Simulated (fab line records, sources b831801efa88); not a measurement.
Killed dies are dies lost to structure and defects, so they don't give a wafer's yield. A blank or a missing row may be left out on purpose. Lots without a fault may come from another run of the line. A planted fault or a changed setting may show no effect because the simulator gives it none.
fab line records | flow sfq_line
record lots=5 wafers=23
route steps=325 shown INCOMING@2 L0V@17 M0@29 I2@104 M3@119 M4@156
start_h: hours from the record's first day to the start of the lot's first wafer shown | wait_h: hours since the lot's step before | " the same as in the row above | L1.1+2: a row that stands for several wafers | - no value, or no start given | * or withheld: withheld | < > ~ a bound
route shown NAME@n: a module of which the file shows steps, and the number in the route of the first | usual: mean/standard deviation of fault-free wafers | same: alike in all rows | chamber/n: place in a boat | sites: the reading at each site | _std_site: their standard deviation | _edge_site: outer sites' mean less inner sites' | radius_mm: how far each site lies from the wafer's centre | mask NAME#n: copy n | behind: the tool/chamber that last shaped the wafer | hold: why the lot was held/for how many hours/how that ended | device: the transistor (n, p or np) that didn't switch | end of line: the same wafers' tests at the end of the route | a step without rows: its recipe alone | killed: dies lost to structure and defects at the first sort, not the wafer's yield | map: a wafer's dies, x killed, . not, _ none there
set.NAME: the setting as run; set.NAME@STEP: as run at that earlier step | model.NAME: the simulator's own value behind a step, which no gauge read
lots whose settings were changed on purpose; a table a step, a row a wafer
## steps
# step SFQ_TRILAYER_INCOMING_OXIDATION_002
# recipe temp_c=1000 ambient=H2O target_thk_a=5000 p_h2o_torr=720 ox_time_s=4939
# columns lot.wafer tool chamber start_h wait_h set.temp_c model.SiO2_of_TRILAYER_INCOMING_OXIDATION_002.thk_nm
L074.2 furnace-02 0 10.12 0.1 1000 504.6
L074.3 " 0 " " 1000 506.9
L074.5 " 0 " " 1000 504.5
L076.1 - - - 0.1 1029 618.6
L076.2 " - " " 1029 611.8
L076.3 " - " " 1029 612.7
L076.4 " - " " 1029 613.2
L076.6 " - " " 1029 605.1
L080.1 - - - 0.1 1000 508.5
L080.2 " - " " 1000 505.1
L080.3 " - " " 1000 507.4
L080.4 " - " " 1000 501.2
L080.5 " - " " 1000 510.2
L083.1 - - - 0.1 1020 564.5
L083.2 " - " " 1020 565.1
L083.3 " - " " 1020 559.3
L083.5 " - " " 1020 560.4
L083.6 " - " " 1020 571.4
L084.2 - - - 0.1 1018 565.6
L084.3 " - " " 1018 561.4
L084.4 " - " " 1018 562.5
L084.5 " - " " 1018 563.5
L084.6 " - " " 1018 561.5
# step SFQ_TRILAYER_L0_VIA_LITHO_COAT_018
# recipe resist=BARC spin_rpm=3000 resist_thk_nm=62
# columns lot.wafer tool chamber start_h wait_h set.spin_rpm model.BARC_of_TRILAYER_L0_VIA_LITHO_COAT_018.thk_nm
L074.2 litho_track-03 0 24.47 0.1 3000 61.9
L074.3 " 0 " " 3000 61.98
L074.5 " 0 " " 3000 61.92
L076.1 litho_track-01 0 40.42 0.0 3000 62.1
L076.2 " 0 " " 2931 62.83
L076.3 " 0 " " 3000 62.14
L076.4 " 0 " " 2931 62.93
L076.6 " 0 " " 3000 62.21
L080.1 litho_track-03 0 58.76 0.1 3000 62.42
L080.2 " 0 " " 3117 61.16
L080.3 " 0 " " 3000 62.27
L080.4 " 0 " " 3000 62.11
L080.5 " 0 " " 3117 61.09
L083.1 litho_track-02 0 71.70 0.0 3000 62.03
L083.2 " 0 " " 3000 61.91
L083.3 " 0 " " 3000 61.85
L083.5 " 0 " " 3000 61.92
L083.6 " 0 " " 3000 62.13
L084.2 litho_track-02 0 75.13 0.1 2842 63.61
L084.3 " 0 " " 2842 63.7
L084.4 " 0 " " 3000 61.89
L084.5 " 0 " " 3000 61.79
L084.6 " 0 " " 2842 63.51
# step SFQ_TRILAYER_L0_VIA_LITHO_COAT_013
# recipe resist=KrF spin_rpm=3000 resist_thk_nm=650
# columns lot.wafer tool chamber start_h wait_h set.resist_thk_nm model.KrF_of_TRILAYER_L0_VIA_LITHO_COAT_013.thk_nm
L074.2 litho_track-03 0 24.77 0.2 650 648.7
L074.3 " 0 " " 650 649.9
L074.5 " 0 " " 650 648.2
L076.1 litho_track-01 0 40.72 0.2 650 649.7
L076.2 " 0 " " 669.3 669.5
L076.3 " 0 " " 669.3 668.8
L076.4 " 0 " " 669.3 669.7
L076.6 " 0 " " 650 651.1
L080.1 litho_track-03 0 59.06 0.2 650 651.5
L080.2+4 " 0 " " 650 650.1
L080.3 " 0 " " 650 651.7
L080.5 " 0 " " 650 648.9
L083.1 litho_track-02 0 72.00 0.2 650 650.9
L083.2 " 0 " " 650 650.5
L083.3 " 0 " " 650 649.2
L083.5 " 0 " " 650 650.6
L083.6 " 0 " " 650 650
L084.2 litho_track-02 0 75.43 0.2 650 646.8
L084.3 " 0 " " 629.3 624.6
L084.4 " 0 " " 650 645.2
L084.5 " 0 " " 629.3 625.8
L084.6 " 0 " " 650 647.7
# step SFQ_TRILAYER_M0_DEP_SPUTTER_019
# recipe material=Nb base_pressure_pa=1.33e-06 chamber_pressure_pa=0.1333 substrate_temp_c=20 resputter_cathode_voltage_v=400 target_thk_nm=200 power_w=2000 time_s=133.3
# columns lot.wafer tool chamber start_h wait_h set.time_s model.Nb_of_TRILAYER_M0_DEP_SPUTTER_019.thk_nm
L074.2 pvd_sputter-05 - 95.04 0.0 133.3 197.4
L074.3 " - " " 133.3 194.4
L074.5 " - " " 133.3 197.7
L076.1 pvd_sputter-04 - 107.03 0.0 133.3 201.5
L076.2+6 " - " " 133.3 200.7
L076.3 " - " " 133.3 199.2
L076.4 " - " " 133.3 203.3
L080.1 pvd_sputter-06 - 123.83 0.0 133.3 200.1
L080.2 " - " " 133.3 201.3
L080.3 " - " " 133.3 204
L080.4 " - " " 141 212
L080.5 " - " " 141 211.4
L083.1 pvd_sputter-06 - 139.43 0.0 118.4 177.8
L083.2 " - " " 133.3 200.2
L083.3 " - " " 133.3 197.2
L083.5 " - " " 118.4 175.9
L083.6 " - " " 118.4 176
L084.2 pvd_sputter-05 - 145.43 0.0 133.3 202
L084.3 " - " " 113.5 172.3
L084.4 " - " " 113.5 167.7
L084.5 " - " " 133.3 201.4
L084.6 " - " " 133.3 197.7
# step SFQ_M0_RS_MEAS_904
# recipe thk_meas_gauge=four-point-probe reads=Nb_of_TRILAYER_M0_DEP_SPUTTER_019
# usual M0_NB_RS=0.891/0.01
# columns lot.wafer tool chamber start_h wait_h set.time_s@TRILAYER_M0_DEP_SPUTTER_019 M0_NB_RS[ohm/sq]
L074.2 film_metro-03 - 95.15 0.1 133.3 0.903
L074.3 " - " " 133.3 0.917
L074.5 " - " " 133.3 0.903
L076.1 film_metro-02 - 107.13 0.0 133.3 0.881
L076.2 " - " " 133.3 0.886
L076.3 " - " " 133.3 0.893
L076.4 " - " " 133.3 0.874
L076.6 " - " " 133.3 0.884
L080.1 film_metro-01 - 123.93 0.0 133.3 0.890
L080.2 " - " " 133.3 0.884
L080.3 " - " " 133.3 0.872
L080.4 " - " " 141 0.839
L080.5 " - " " 141 0.841
L083.1 film_metro-03 - 139.53 0.0 118.4 1.002
L083.2 " - " " 133.3 0.890
L083.3 " - " " 133.3 0.904
L083.5 " - " " 118.4 1.013
L083.6 " - " " 118.4 1.012
L084.2 film_metro-02 - 145.55 0.1 133.3 0.881
L084.3 " - " " 113.5 1.035
L084.4 " - " " 113.5 1.062
L084.5 " - " " 133.3 0.883
L084.6 " - " " 133.3 0.898
# step SFQ_TRILAYER_M0_LITHO_COAT_026
# recipe resist=BARC spin_rpm=3000 resist_thk_nm=62
# step SFQ_TRILAYER_M0_BARC_OPEN_METAL_ETCH_031
# recipe mask_material=PR chemistry=O2 target_depth_nm=125 target=BARC icp_w=600 bias_w=80 pressure_mtorr=10 time_s=41.7
# step SFQ_TRILAYER_M0_ETCH_METAL_ETCH_024
# recipe target=Nb stop_on=SiO2 mask_material=PR chemistry=Cl2/Ar target_depth_nm=240 icp_w=600 bias_w=80 pressure_mtorr=10 time_s=120
# usual oes_product_au=0.893/0.0074
# columns lot.wafer tool chamber start_h wait_h set.time_s@TRILAYER_M0_DEP_SPUTTER_019 oes_product_au
L074.2 rie_metal-03 0 171.01 0.0 133.3 0.889
L074.3 " 1 " " 133.3 0.879
L074.5 " 1 " " 133.3 0.889
L076.1 rie_metal-03 0 185.63 0.0 133.3 0.895
L076.2 " 1 " " 133.3 0.892
L076.3 " 1 " " 133.3 0.888
L076.4 " 0 " " 133.3 0.902
L076.6 " 0 " " 133.3 0.890
L080.1 rie_metal-04 1 221.36 0.0 133.3 0.902
L080.2 " 0 " " 133.3 0.896
L080.3 " 0 " " 133.3 0.910
L080.4 " 1 " " 141 0.919
L080.5 " 0 " " 141 0.929
L083.1 rie_metal-04 1 241.15 0.0 118.4 0.847
L083.2 " 0 " " 133.3 0.897
L083.3 " 0 " " 133.3 0.884
L083.5 " 0 " " 118.4 0.830
L083.6 " 1 " " 118.4 0.827
L084.2 rie_metal-02 0 247.15 0.0 133.3 0.903
L084.3 " 1 " " 113.5 0.822
L084.4 " 0 " " 113.5 0.807
L084.5 " 1 " " 133.3 0.907
L084.6 " 0 " " 133.3 0.883
# step SFQ_TRILAYER_I2_CMP_CMP_064
# recipe material=SiO2 down_force_psi=3 platen_rpm=60 pad_velocity_m_s=0.94248
# columns lot.wafer tool chamber start_h wait_h set.leave_above_ref_nm model.SiO2_of_TRILAYER_I2_DEP_PECVD_063.thk_nm
L074.3 cmp-02 1 488.19 0.7 200 199.5
L074.2 " 2 " " 200 200.4
L074.5 " 1 490.19 2.6 200 198.3
L076.4 cmp-02 3 496.58 0.6 200 200.1
L076.2 " 0 " " 200 200.7
L076.1 " 1 " " 200 201
L076.3+6 " 2,0 " " 200 201.1
L080.3 cmp-02 1 522.36 0.0 213.5 212.3
L080.4 " 2 " " 213.5 213.9
L080.2+5 " 3,1 " " 200 198.7
L080.1 " 0 " " 200 199.1
L083.1 cmp-02 2 545.40 2.4 200 200
L083.3 " 3 " " 187.8 186.8
L083.2 " 0 " " 200 199.8
L083.6 " 1 " " 187.8 188.5
L083.5 " 2 " " 200 201.1
L084.3 cmp-02 1 548.40 1.8 200 199.7
L084.2 " 2 " " 189.8 190.3
L084.4 " 3 " " 189.8 188.5
L084.6 " 0 " " 189.8 190.5
L084.5 " 1 " " 200 200
# step SFQ_TRILAYER_I2_METRO_MEASURE_065
# usual thk_nm=200.1/0.94
# columns lot.wafer tool chamber start_h wait_h set.leave_above_ref_nm@TRILAYER_I2_CMP_CMP_064 thk_nm
L074.2 film_metro-01 - 491.51 0.3 200 200.4
L074.3 " - " " 200 199.3
L074.5 " - " " 200 198.4
L076.1 film_metro-01 - 499.70 0.1 200 201.0
L076.2 " - " " 200 200.8
L076.3 " - " " 200 201.1
L076.4 " - " " 200 199.9
L076.6 " - " " 200 201.2
L080.1 film_metro-01 - 525.48 0.1 200 199.2
L080.2 " - " " 200 198.7
L080.3 " - " " 213.5 212.4
L080.4 " - " " 213.5 214.0
L080.5 " - " " 200 198.9
L083.1 film_metro-01 - 548.02 0.1 200 199.9
L083.2 " - " " 200 199.8
L083.3 " - " " 187.8 186.9
L083.5 " - " " 200 201.1
L083.6 " - " " 187.8 188.5
L084.2 film_metro-04 - 551.22 0.3 189.8 190.2
L084.3 " - " " 200 199.8
L084.4 " - " " 189.8 188.4
L084.5 " - " " 200 200.1
L084.6 " - " " 189.8 190.3
# step SFQ_TRILAYER_I2_VIA_LITHO_COAT_072
# recipe resist=BARC spin_rpm=3000 resist_thk_nm=62
# columns lot.wafer tool chamber start_h wait_h set.resist_thk_nm model.BARC_of_TRILAYER_I2_VIA_LITHO_COAT_072.thk_nm
L074.2 litho_track-04 0 492.56 0.8 62 62.2
L074.3 " 0 " " 62 62.15
L074.5 " 0 " " 62 62.06
L076.1 litho_track-01 0 500.90 1.0 62 62.05
L076.2 " 0 " " 62 62.13
L076.3 " 0 " " 65.21 65.38
L076.4 " 0 " " 62 62.24
L076.6 " 0 " " 65.21 65.39
L080.1 litho_track-03 0 526.68 1.0 63.63 63.86
L080.2 " 0 " " 62 62.12
L080.3 " 0 " " 62 62.36
L080.4 " 0 " " 62 62.15
L080.5 " 0 " " 63.63 63.74
L083.1 litho_track-03 0 549.22 1.0 62 62.02
L083.2 " 0 " " 62 61.8
L083.3 " 0 " " 59.91 59.73
L083.5 " 0 " " 59.91 59.72
L083.6 " 0 " " 62 61.67
L084.2 litho_track-03 0 552.27 0.8 62 61.91
L084.3 " 0 " " 62 62.02
L084.4 " 0 " " 62 61.95
L084.5 " 0 " " 62 61.79
L084.6 " 0 " " 62 62.01
# step SFQ_TRILAYER_I2_VIA_LITHO_COAT_067
# recipe resist=KrF spin_rpm=3000 resist_thk_nm=650
# step SFQ_TRILAYER_I2_VIA_LITHO_SOFTBAKE_071
# recipe temp_c=withheld time_s=withheld resist=KrF
# step SFQ_TRILAYER_I2_VIA_BARC_OPEN_VIA_ETCH_096
# recipe mask_material=PR chemistry=O2 target_depth_nm=125 target=BARC source_w=500 bias_w=80 pressure_mtorr=30.79 time_s=41.7
# step SFQ_TRILAYER_I2_VIA_ETCH_VIA_ETCH_070
# recipe target=SiO2 stop_on=Nb mask_material=PR taper_deg=20 chemistry=CHF3 target_depth_nm=260 source_w=500 bias_w=80 pressure_mtorr=30 time_s=withheld
# usual oes_product_au=0.854/0.0045
# columns lot.wafer tool chamber start_h wait_h set.leave_above_ref_nm@TRILAYER_I2_CMP_CMP_064 oes_product_au model.I2.feature_depth_nm
L074.2 rie_diel-04 0 529.97 0.0 200 0.853 200.4
L074.3 " 1 " " 200 0.858 199.5
L074.5 " 0 " " 200 0.853 198.3
L076.1 rie_diel-04 2 668.01 0.0 200 0.860 201
L076.2 " 0 " " 200 0.853 200.7
L076.3 " 1 " " 200 0.849 201.1
L076.4 " 3 " " 200 0.853 200.1
L076.6 " 0 " " 200 0.852 201.1
L080.1 rie_diel-01 2 693.21 0.0 200 0.850 199.1
L080.2 " 1 " " 200 0.847 198.7
L080.3 " 0 " " 213.5 0.877 212.3
L080.4 " 1 " " 213.5 0.893 213.9
L080.5 " 2 " " 200 0.849 198.7
L083.1 rie_diel-03 1 718.55 0.0 200 0.862 200
L083.2 " 0 " " 200 0.852 199.8
L083.3 " 3 " " 187.8 0.831 186.8
L083.5 " 3 " " 200 0.858 201.1
L083.6 " 0 " " 187.8 0.832 188.5
L084.2 rie_diel-04 3 720.95 0.0 189.8 0.825 190.3
L084.3 " 1 " " 200 0.857 199.7
L084.4 " 0 " " 189.8 0.830 188.5
L084.5 " 0 " " 200 0.858 200
L084.6 " 1 " " 189.8 0.826 190.5
# step SFQ_TRILAYER_M3_DEP_SPUTTER_073
# recipe material=Nb base_pressure_pa=1.33e-06 chamber_pressure_pa=0.1333 substrate_temp_c=20 resputter_cathode_voltage_v=400 target_thk_nm=200 power_w=2000 time_s=133.3
# columns lot.wafer tool chamber start_h wait_h set.time_s model.Nb_of_TRILAYER_M3_DEP_SPUTTER_073.thk_nm
L074.2 pvd_sputter-03 - 530.89 0.0 133.3 199.6
L074.3 " - " " 133.3 201.2
L074.5 " - " " 133.3 198.7
L076.1 pvd_sputter-04 - 668.93 0.0 133.3 205.2
L076.2 " - " " 141.8 216.4
L076.3 " - " " 133.3 203.9
L076.4 " - " " 133.3 204.5
L076.6 " - " " 141.8 217.5
L080.1 pvd_sputter-03 - 694.14 0.0 121.8 178.9
L080.2 " - " " 121.8 178.2
L080.3 " - " " 133.3 195.3
L080.4 " - " " 133.3 198.5
L080.5 " - " " 133.3 196.4
L083.1 pvd_sputter-03 - 719.47 0.0 133.3 195.6
L083.2 " - " " 126.3 184.3
L083.3 " - " " 133.3 196.2
L083.5 " - " " 126.3 187.9
L083.6 " - " " 133.3 194.2
L084.2 pvd_sputter-04 - 721.87 0.0 133.3 200.4
L084.3+6 " - " " 118.5 180
L084.4 " - " " 118.5 180.3
L084.5 " - " " 133.3 200.3
# step SFQ_M3_RS_MEAS_919
# recipe thk_meas_gauge=four-point-probe reads=Nb_of_TRILAYER_M3_DEP_SPUTTER_073
# usual M3_NB_RS=0.891/0.012
# columns lot.wafer tool chamber start_h wait_h set.time_s@TRILAYER_M3_DEP_SPUTTER_073 M3_NB_RS[ohm/sq]
L074.2 film_metro-04 - 531.00 0.1 133.3 0.889
L074.3 " - " " 133.3 0.884
L074.5 " - " " 133.3 0.894
L076.1 film_metro-01 - 669.02 0.0 133.3 0.867
L076.2 " - " " 141.8 0.822
L076.3 " - " " 133.3 0.872
L076.4 " - " " 133.3 0.870
L076.6 " - " " 141.8 0.818
L080.1 film_metro-04 - 694.23 0.0 121.8 0.995
L080.2 " - " " 121.8 0.997
L080.3 " - " " 133.3 0.910
L080.4 " - " " 133.3 0.896
L080.5 " - " " 133.3 0.906
L083.1 film_metro-01 - 719.56 0.0 133.3 0.910
L083.2 " - " " 126.3 0.966
L083.3 " - " " 133.3 0.906
L083.5 " - " " 126.3 0.947
L083.6 " - " " 133.3 0.916
L084.2 film_metro-02 - 721.98 0.1 133.3 0.889
L084.3 " - " " 118.5 0.989
L084.4 " - " " 118.5 0.988
L084.5 " - " " 133.3 0.888
L084.6 " - " " 118.5 0.988
# step SFQ_TRILAYER_M3_ETCH_METAL_ETCH_078
# recipe target=Nb stop_on=SiO2 mask_material=PR chemistry=Cl2/Ar target_depth_nm=240 icp_w=600 bias_w=80 pressure_mtorr=10 time_s=120
# columns lot.wafer tool chamber start_h wait_h set.time_s model.KrF_of_TRILAYER_M3_LITHO_COAT_075.thk_nm
L074.2 rie_metal-02 1 652.31 0.0 120 384
L074.3 " 1 " " 120 382.4
L074.5 " 1 " " 120 383.4
L076.1 rie_metal-02 1 671.54 0.0 129.2 367.2
L076.2+6 " 0,1 " " 120 -
L076.3 " 0 " " 129.2 363.6
L076.4 " 1 " " 120 379.8
L080.1+2 rie_metal-02 0,1 701.77 0.0 102.7 -
L080.3 " 1 " " 102.7 401.9
L080.4 " 0 " " 120 379.7
L080.5 " 1 " " 120 382.6
L083.1 rie_metal-02 1 722.14 0.1 120 378
L083.2+5 " 1 " " 120 -
L083.3 " 1 " " 120 377.7
L083.6 " 1 " " 120 378.9
L084.2 rie_metal-04 0 724.61 0.0 120 389.7
L084.3+4+6 " 0,1,1 " " 120 -
L084.5 " 0 " " 120 390.1
# step SFQ_TRILAYER_M4_LITHO_PEB_096
# recipe peb_temp_c=115 peb_time_s=60 resist=KrF
# columns lot.wafer tool chamber start_h wait_h set.peb_time_s
L074.2+3+5 litho_track-01 0 838.93 0.8 60
L076.1+6 litho_track-04 0 847.30 1.0 52.43
L076.2+3+4 " 0 " " 60
L080.1+4 litho_track-02 0 1017.15 1.0 60
L080.2+3+5 " 0 " " 55.8
L083.1+3 litho_track-01 0 1037.55 1.0 60
L083.2+5+6 " 0 " " 51.33
L084.2+5+6 litho_track-01 0 1042.03 0.8 60
L084.3+4 " 0 " " 54.72
# step SFQ_TRILAYER_M4_LITHO_DEVELOP_095
# recipe time_s=60 resist=KrF
# step SFQ_TRILAYER_M4_BARC_OPEN_METAL_ETCH_123
# recipe mask_material=PR chemistry=O2 target_depth_nm=125 target=BARC icp_w=600 bias_w=80 pressure_mtorr=10 time_s=41.7
# columns lot.wafer tool chamber start_h wait_h set.peb_time_s@TRILAYER_M4_LITHO_PEB_096 model.M4.cd_nm
L074.2 rie_metal-03 0 839.24 0.0 60 498.9
L074.3 " 1 " " 60 499
L074.5 " 1 " " 60 500.2
L076.1 rie_metal-02 1 847.64 0.0 52.43 522.4
L076.2 " 0 " " 60 497.4
L076.3 " 0 " " 60 502.2
L076.4 " 1 " " 60 496.9
L076.6 " 1 " " 52.43 521
L080.1 rie_metal-04 0 1017.49 0.0 60 501.6
L080.2 " 1 " " 55.8 513.6
L080.3 " 0 " " 55.8 511.3
L080.4 " 1 " " 60 499.8
L080.5 " 1 " " 55.8 515
L083.1 rie_metal-03 1 1037.89 0.0 60 500.9
L083.2 " 0 " " 51.33 532.8
L083.3 " 0 " " 60 508.9
L083.5 " 1 " " 51.33 523.5
L083.6 " 0 " " 51.33 523.8
L084.2 rie_metal-03 0 1042.34 0.0 60 493.7
L084.3 " 1 " " 54.72 511.5
L084.4 " 0 " " 54.72 504
L084.5 " 1 " " 60 492.5
L084.6 " 0 " " 60 496.2
# step SFQ_TRILAYER_M4_ETCH_METAL_ETCH_096
# recipe target=Nb stop_on=SiO2 mask_material=PR chemistry=Cl2/Ar target_depth_nm=240 icp_w=600 bias_w=80 pressure_mtorr=10 time_s=120
# columns lot.wafer tool chamber start_h wait_h set.peb_time_s@TRILAYER_M4_LITHO_PEB_096 model.M4.cd_nm
L074.2+3 rie_metal-03 0,1 839.30 0.0 60 498.4
L074.5 " 1 " " 60 499.1
L076.1 rie_metal-02 1 847.70 0.0 52.43 525.8
L076.2 " 0 " " 60 497.6
L076.3 " 0 " " 60 501.3
L076.4 " 1 " " 60 500.4
L076.6 " 1 " " 52.43 524.5
L080.1 rie_metal-04 0 1017.55 0.0 60 499.9
L080.2 " 1 " " 55.8 513.5
L080.3 " 0 " " 55.8 510.1
L080.4 " 1 " " 60 501
L080.5 " 1 " " 55.8 514.2
L083.1 rie_metal-03 1 1037.95 0.0 60 500.4
L083.2 " 0 " " 51.33 532.6
L083.3 " 0 " " 60 507.8
L083.5 " 1 " " 51.33 522.4
L083.6 " 0 " " 51.33 522.5
L084.2 rie_metal-03 0 1042.40 0.0 60 492.7
L084.3 " 1 " " 54.72 511.4
L084.4 " 0 " " 54.72 504
L084.5 " 1 " " 60 492.3
L084.6 " 0 " " 60 496.6
## key
split step=SFQ_TRILAYER_INCOMING_OXIDATION_002 setting=temp_c stated=1000 by=lot
response step=SFQ_TRILAYER_INCOMING_OXIDATION_002 reading=model.SiO2_of_TRILAYER_INCOMING_OXIDATION_002.thk_nm change=+34.7 per=1% r=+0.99
split step=SFQ_TRILAYER_L0_VIA_LITHO_COAT_018 setting=spin_rpm stated=3000 by=wafer
response step=SFQ_TRILAYER_L0_VIA_LITHO_COAT_018 reading=model.BARC_of_TRILAYER_L0_VIA_LITHO_COAT_018.thk_nm change=-0.32 per=1% r=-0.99
split step=SFQ_TRILAYER_L0_VIA_LITHO_COAT_013 setting=resist_thk_nm stated=650 by=wafer
response step=SFQ_TRILAYER_L0_VIA_LITHO_COAT_013 reading=model.KrF_of_TRILAYER_L0_VIA_LITHO_COAT_013.thk_nm change=+6.55 per=1% r=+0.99
split step=SFQ_TRILAYER_M0_DEP_SPUTTER_019 setting=time_s stated=133.3 by=wafer
response step=SFQ_TRILAYER_M0_DEP_SPUTTER_019 reading=model.Nb_of_TRILAYER_M0_DEP_SPUTTER_019.thk_nm change=+2 per=1% r=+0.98
response step=SFQ_M0_RS_MEAS_904 reading=M0_NB_RS change=-0.0102 per=1% r=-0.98
response step=SFQ_TRILAYER_M0_ETCH_METAL_ETCH_024 reading=oes_product_au change=+0.00524 per=1% r=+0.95
split step=SFQ_TRILAYER_I2_CMP_CMP_064 setting=leave_above_ref_nm stated=200 by=wafer
response step=SFQ_TRILAYER_I2_CMP_CMP_064 reading=model.SiO2_of_TRILAYER_I2_DEP_PECVD_063.thk_nm change=+2.07 per=1% r=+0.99
response step=SFQ_TRILAYER_I2_METRO_MEASURE_065 reading=thk_nm change=+2.07 per=1% r=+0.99
response step=SFQ_TRILAYER_I2_VIA_ETCH_VIA_ETCH_070 reading=oes_product_au change=+0.00516 per=1% r=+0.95
response step=SFQ_TRILAYER_I2_VIA_ETCH_VIA_ETCH_070 reading=model.I2.feature_depth_nm change=+2.07 per=1% r=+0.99
split step=SFQ_TRILAYER_I2_VIA_LITHO_COAT_072 setting=resist_thk_nm stated=62 by=wafer
response step=SFQ_TRILAYER_I2_VIA_LITHO_COAT_072 reading=model.BARC_of_TRILAYER_I2_VIA_LITHO_COAT_072.thk_nm change=+0.623 per=1% r=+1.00
split step=SFQ_TRILAYER_M3_DEP_SPUTTER_073 setting=time_s stated=133.3 by=wafer
response step=SFQ_TRILAYER_M3_DEP_SPUTTER_073 reading=model.Nb_of_TRILAYER_M3_DEP_SPUTTER_073.thk_nm change=+1.91 per=1% r=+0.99
response step=SFQ_M3_RS_MEAS_919 reading=M3_NB_RS change=-0.00925 per=1% r=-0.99
split step=SFQ_TRILAYER_M3_ETCH_METAL_ETCH_078 setting=time_s stated=120 by=wafer
response step=SFQ_TRILAYER_M3_ETCH_METAL_ETCH_078 reading=model.KrF_of_TRILAYER_M3_LITHO_COAT_075.thk_nm change=-1.54 per=1% r=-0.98
split step=SFQ_TRILAYER_M4_LITHO_PEB_096 setting=peb_time_s stated=60 by=wafer
response step=SFQ_TRILAYER_M4_BARC_OPEN_METAL_ETCH_123 reading=model.M4.cd_nm change=-1.64 per=1% r=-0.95
response step=SFQ_TRILAYER_M4_ETCH_METAL_ETCH_096 reading=model.M4.cd_nm change=-1.7 per=1% r=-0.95
